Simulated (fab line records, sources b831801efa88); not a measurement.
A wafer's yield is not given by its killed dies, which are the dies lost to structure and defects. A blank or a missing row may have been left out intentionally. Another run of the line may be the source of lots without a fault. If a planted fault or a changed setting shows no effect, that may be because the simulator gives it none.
Which tool did it? | flow sfq line | 42 wafers from 14 lots sampled at 5 of the route's 325 steps

== WHAT EACH GAUGE READ, for each wafer ==
SFQ_I1_OVL_MEAS_913.
lot  | measured     | on         | I1_OVL (nm)
L123 | day 33 03:04 | overlay-01 | -5 -3 -4
L127 | day 35 03:05 | overlay-01 | -1 -4 -3
L128 | day 35 19:52 | overlay-02 | 4 0 -3
L129 | day 36 04:13 | overlay-01 | 1 1 -8
L130 | day 36 23:26 | overlay-01 | -6 -1 -2
L131 | day 37 09:02 | overlay-01 | 7 -1 0
L132 | day 37 17:25 | overlay-01 | 1 1 3
L133 | day 38 00:38 | overlay-01 | 1 9 3
L135 | day 38 19:56 | overlay-02 | -2 -4 -7
L136 | day 39 04:21 | overlay-01 | 2 6 3
L142 | day 41 13:11 | overlay-01 | 106 107 109
L143 | day 41 15:35 | overlay-02 | 113 109 107
L145 | day 42 13:10 | overlay-02 | 2 6 2
L146 | day 42 20:22 | overlay-02 | -11 1 1

SFQ_M2_OVL_MEAS_916.
lot  | measured     | on         | M2_OVL (nm)
L123 | day 33 10:22 | overlay-01 | 4 -2 -6
L127 | day 41 09:35 | overlay-02 | -10 -6 -8
L128 | day 42 02:38 | overlay-02 | 7 4 5
L129 | day 42 16:46 | overlay-01 | 4 1 -4
L130 | day 43 11:59 | overlay-01 | -9 -7 -3
L131 | day 43 19:11 | overlay-02 | -7 -2 -6
L132 | day 44 02:22 | overlay-01 | 2 -7 1
L133 | day 44 08:23 | overlay-02 | -11 -1 2
L135 | day 45 04:46 | overlay-02 | 5 0 5
L136 | day 45 15:20 | overlay-02 | -5 0 -10
L142 | day 47 23:28 | overlay-02 | 14 3 11
L143 | day 48 01:19 | overlay-02 | -4 0 2
L145 | day 48 22:54 | overlay-02 | 6 6 15
L146 | day 49 06:06 | overlay-02 | 2 -1 -3

SFQ_M3_RS_MEAS_919: measurement is done with a four-point probe.
lot  | measured     | on            | M3_NB_RS (ohm/sq)
L123 | day 39 23:26 | film metro-01 | 0.868 0.871 0.873
L127 | day 42 07:38 | film metro-03 | 0.885 0.877 0.877
L128 | day 42 15:18 | film metro-02 | 0.879 0.870 0.869
L129 | day 43 01:30 | film metro-02 | 0.858 0.866 0.864
L130 | day 43 21:56 | film metro-03 | 0.862 0.861 0.857
L131 | day 44 06:58 | film metro-01 | 0.878 0.874 0.882
L132 | day 44 11:07 | film metro-03 | 0.875 0.875 0.881
L133 | day 44 17:44 | film metro-02 | 0.876 0.867 0.872
L135 | day 45 13:39 | film metro-02 | 0.880 0.888 0.880
L136 | day 46 00:14 | film metro-02 | 0.880 0.872 0.879
L142 | day 54 06:38 | film metro-01 | 0.877 0.875 0.861
L143 | day 54 10:15 | film metro-02 | 0.869 0.872 0.872
L145 | day 55 10:00 | film metro-01 | 0.869 0.867 0.871
L146 | day 55 16:00 | film metro-03 | 0.867 0.870 0.878

== WHICH TOOL RAN EACH LOT (tool, then ch and the chambers of the sampled wafers, then the start) ==
lot  | SFQ_TRILAYER_I1_VIA_LITHO_EXPOSE_050 | SFQ_TRILAYER_I1_VIA_BARC_OPEN_VIA_ETCH_071
L123 | krf scanner-02 ch 0, day 33 01:34    | rie diel-03 ch 0,1,2, day 33 03:06
L127 | krf scanner-02 ch 0, day 35 01:58    | rie diel-01 ch 1,2, day 35 03:07
L128 | krf scanner-02 ch 0, day 35 18:22    | rie diel-02 ch 1,2, day 35 19:55
L129 | krf scanner-01 ch 0, day 36 02:43    | rie diel-03 ch 1,3, day 36 04:15
L130 | krf scanner-01 ch 0, day 36 22:19    | rie diel-01 ch 1,3, day 36 23:27
L131 | krf scanner-01 ch 0, day 37 07:55    | rie diel-02 ch 0,3, day 37 09:03
L132 | krf scanner-01 ch 0, day 37 15:55    | rie diel-03 ch 0,2,3, day 37 17:27
L133 | krf scanner-01 ch 0, day 37 23:31    | rie diel-03 ch 0,1,3, day 38 00:39
L135 | krf scanner-02 ch 0, day 38 18:26    | rie diel-01 ch 0,2,3, day 38 19:59
L136 | krf scanner-02 ch 0, day 39 03:14    | rie diel-01 ch 0,3, day 39 04:23
L142 | krf scanner-01 ch 0, day 41 11:53    | rie diel-02 ch 1,2, day 41 13:13
L143 | krf scanner-01 ch 0, day 41 14:29    | rie diel-01 ch 0,1,2, day 41 15:37
L145 | krf scanner-02 ch 0, day 42 11:40    | rie diel-02 ch 2,3, day 42 13:13
L146 | krf scanner-02 ch 0, day 42 18:52    | rie diel-01 ch 1,3, day 42 20:25
- SFQ_TRILAYER_I1_VIA_LITHO_EXPOSE_050: exposes mask I1, target cd 500 nm.
- SFQ_TRILAYER_I1_VIA_BARC_OPEN_VIA_ETCH_071: etches BARC in O2, target depth 125 nm, time 41.7 s.

== AS READ BY THE TOOLS THEMSELVES (means over the sampled wafers that have a number; for cases with no such wafer, the mark the record gives instead) ==
SFQ_TRILAYER_I1_VIA_BARC_OPEN_VIA_ETCH_071.
lot  | tool        | bias w (W) | chamber pressure mTorr (mTorr) | drypump motor current A (A) | oes product au (a.u.)
L123 | rie diel-03 | 79.92      | 30.00                          | 6.1                         | 0.685
L127 | rie diel-01 | 80.06      | 30.03                          | 5.8                         | 0.685
L128 | rie diel-02 | 80.00      | 29.99                          | 6.0                         | 0.686
L129 | rie diel-03 | 80.28      | 30.01                          | 5.8                         | 0.683
L130 | rie diel-01 | 80.04      | 29.98                          | 6.1                         | 0.683
L131 | rie diel-02 | 80.26      | 29.96                          | 5.8                         | 0.684
L132 | rie diel-03 | 79.77      | 29.99                          | 5.6                         | 0.684
L133 | rie diel-03 | 79.96      | 29.99                          | 5.6                         | 0.684
L135 | rie diel-01 | 79.96      | 29.97                          | 5.9                         | 0.687
L136 | rie diel-01 | 80.00      | 29.98                          | 6.0                         | 0.683
L142 | rie diel-02 | 80.16      | 29.98                          | 6.3                         | 0.685
L143 | rie diel-01 | 80.11      | 30.01                          | 6.0                         | 0.681
L145 | rie diel-02 | 79.76      | 29.98                          | 5.5                         | 0.689
L146 | rie diel-01 | 79.86      | 30.01                          | 6.0                         | 0.683

== THE ANSWER, worked out from the rows above alone ==
Rule: usual is defined by the lots themselves. Put in order of their means at a reading, lots are off if they are a third of the lots or fewer, leave a main group of 4 or more, and stand apart from it by a gap of 3 or more times the standard deviation of the main group's means; of several such gaps the widest counts. The tables above print the reading to a certain number of digits; a main group whose means all agree to those digits is not used. Also off: a lot with no number at a reading for which 4 or more lots have one. The other lots that the step has rows for count as sound. Order of review: gauges by route order, followed by the tools' own readings, for which a lot's mean as printed above is used. The first step at which some lot is off is used, and at that step the reading that is off furthest; a lot without a number counts as furthest.
Off: L142, L143, at SFQ_I1_OVL_MEAS_913 (I1_OVL). Mean -0 nm and standard deviation 3.1 in the main group.
If a tool, at a process step before that reading, ran all the lots that are off and no sound lot after the first of them, it fits. Gauges at SFQ_I1_OVL_MEAS_913: tried the same way as those tools. One fits: krf scanner-01 at SFQ_TRILAYER_I1_VIA_LITHO_EXPOSE_050. A fault onset in the window from L133 (day 37 23:31, its last sound lot) to L142 (day 41 11:53, its first lot off) fits.

== WHAT HAD BEEN PUT IN BY THE SIMULATOR ==
Scanner matching overlay: krf scanner-01, from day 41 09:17 on, at SFQ_TRILAYER_I1_VIA_LITHO_EXPOSE_050. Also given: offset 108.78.
Lots struck among those shown: L142, L143. The rule above found the same.
